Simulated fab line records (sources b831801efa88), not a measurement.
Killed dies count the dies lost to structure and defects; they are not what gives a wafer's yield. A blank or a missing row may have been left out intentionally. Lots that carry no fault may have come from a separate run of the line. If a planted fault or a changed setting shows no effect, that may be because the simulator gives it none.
2 desks, one fault || flow sky130 || each desk holds nothing but its own numbers, with what lay behind them at the end

## AT THE TOOL OWNER'S DESK: litho-track-04
The tool's own readings at SKY_VT_ADJUST_HVTP_DEVELOP_06 (develop time 60 s): means of the sampled wafers that have a number, for each lot that ran on this tool. A lot is out of limits, marked OUT, if its mean lies more than 4 standard deviations from the usual mean; the brackets give that distance.
Columns: A = developer-temp-C at SKY_VT_ADJUST_HVTP_DEVELOP_06, usual 22.99 C; B = exhaust-pa at SKY_VT_ADJUST_HVTP_DEVELOP_06, usual 44.8 Pa
{"lot": "L918", "first seen here": "day 8 02:42", "A": 22.96, "B": 44.3}
{"lot": "L920", "first seen here": "day 8 13:26", "A": 23.06, "B": 43.4}
{"lot": "L922", "first seen here": "day 8 18:48", "A": 22.96, "B": 45.5}
{"lot": "L924", "first seen here": "day 9 06:24", "A": 22.99, "B": 44.4}
{"lot": "L925", "first seen here": "day 9 11:59", "A": 23.07, "B": 44.9}
{"lot": "L926", "first seen here": "day 9 22:15", "A": 22.98, "B": 44.1}
{"lot": "L927", "first seen here": "day 10 05:09", "A": 22.98, "B": 46.0}
{"lot": "L931", "first seen here": "day 11 04:21", "A": "25.43 (+22) OUT", "B": 45.3}
{"lot": "L930", "first seen here": "day 11 06:27", "A": "25.27 (+21) OUT", "B": 44.2}
{"lot": "L932", "first seen here": "day 11 09:17", "A": "25.35 (+21) OUT", "B": 44.7}
This desk finds L930, L931, L932 out of limits, L931 being first, at day 11 04:21 (developer-temp-C at SKY_VT_ADJUST_HVTP_DEVELOP_06). L918, L920, L922, L924, L925, L926, L927: within limits.

## AT THE METROLOGY DESK
What the gauges read for every lot (on any tool): the sampled wafers with a number, averaged. A lot is out of limits, marked OUT, if its mean lies more than 4 standard deviations from the usual mean; the brackets give that distance.
Columns: A = cd-nm at SKY_VT_ADJUST_HVTP_CD_MEAS_07, usual 379.2 nm
{"lot": "L912", "first seen here": "day 6 05:38", "A": 380.5}
{"lot": "L917", "first seen here": "day 7 14:39", "A": 381.4}
{"lot": "L919", "first seen here": "day 8 02:44", "A": 383.7}
{"lot": "L918", "first seen here": "day 8 02:51", "A": 381.4}
{"lot": "L920", "first seen here": "day 8 13:34", "A": 378.9}
{"lot": "L922", "first seen here": "day 8 18:57", "A": 375.4}
{"lot": "L923", "first seen here": "day 9 01:21", "A": 375.5}
{"lot": "L924", "first seen here": "day 9 06:33", "A": 374.6}
{"lot": "L925", "first seen here": "day 9 12:07", "A": 379.5}
{"lot": "L926", "first seen here": "day 9 22:24", "A": 382.7}
{"lot": "L927", "first seen here": "day 10 05:17", "A": 377.2}
{"lot": "L931", "first seen here": "day 11 04:30", "A": "367.4 (-4.2) OUT"}
{"lot": "L930", "first seen here": "day 11 06:35", "A": 372.6}
{"lot": "L932", "first seen here": "day 11 09:25", "A": 374.6}
{"lot": "L935", "first seen here": "day 12 03:31", "A": 377.6}
This desk finds L931 out of limits, L931 being first, at day 11 04:30 (cd-nm at SKY_VT_ADJUST_HVTP_CD_MEAS_07). L912, L917, L919, L918, L920, L922, L923, L924, L925, L926, L927, L930, L932, L935: within limits.

## ALL TOGETHER
At day 11 04:21, on L930, L931, L932, the tool owner's desk was in a position to raise an alarm.
Metrology desk: alarm possible at day 11 04:30 on L931.
The metrology desk has L930, L932 on record, within its limits.
SKY_VT_ADJUST_HVTP_DEVELOP_06 was run on litho-track-04 by each of the lots named.

## WHAT HAD BEEN PUT IN BY THE SIMULATOR
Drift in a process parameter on litho-track-04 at SKY_VT_ADJUST_HVTP_DEVELOP_06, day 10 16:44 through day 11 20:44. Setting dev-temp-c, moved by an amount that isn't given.
Lots struck among those shown: L930, L931, L932.
Counting hours from when the fault started, the first reading out of limits came at 12 for the tool owner's desk and at 12 for the metrology desk.
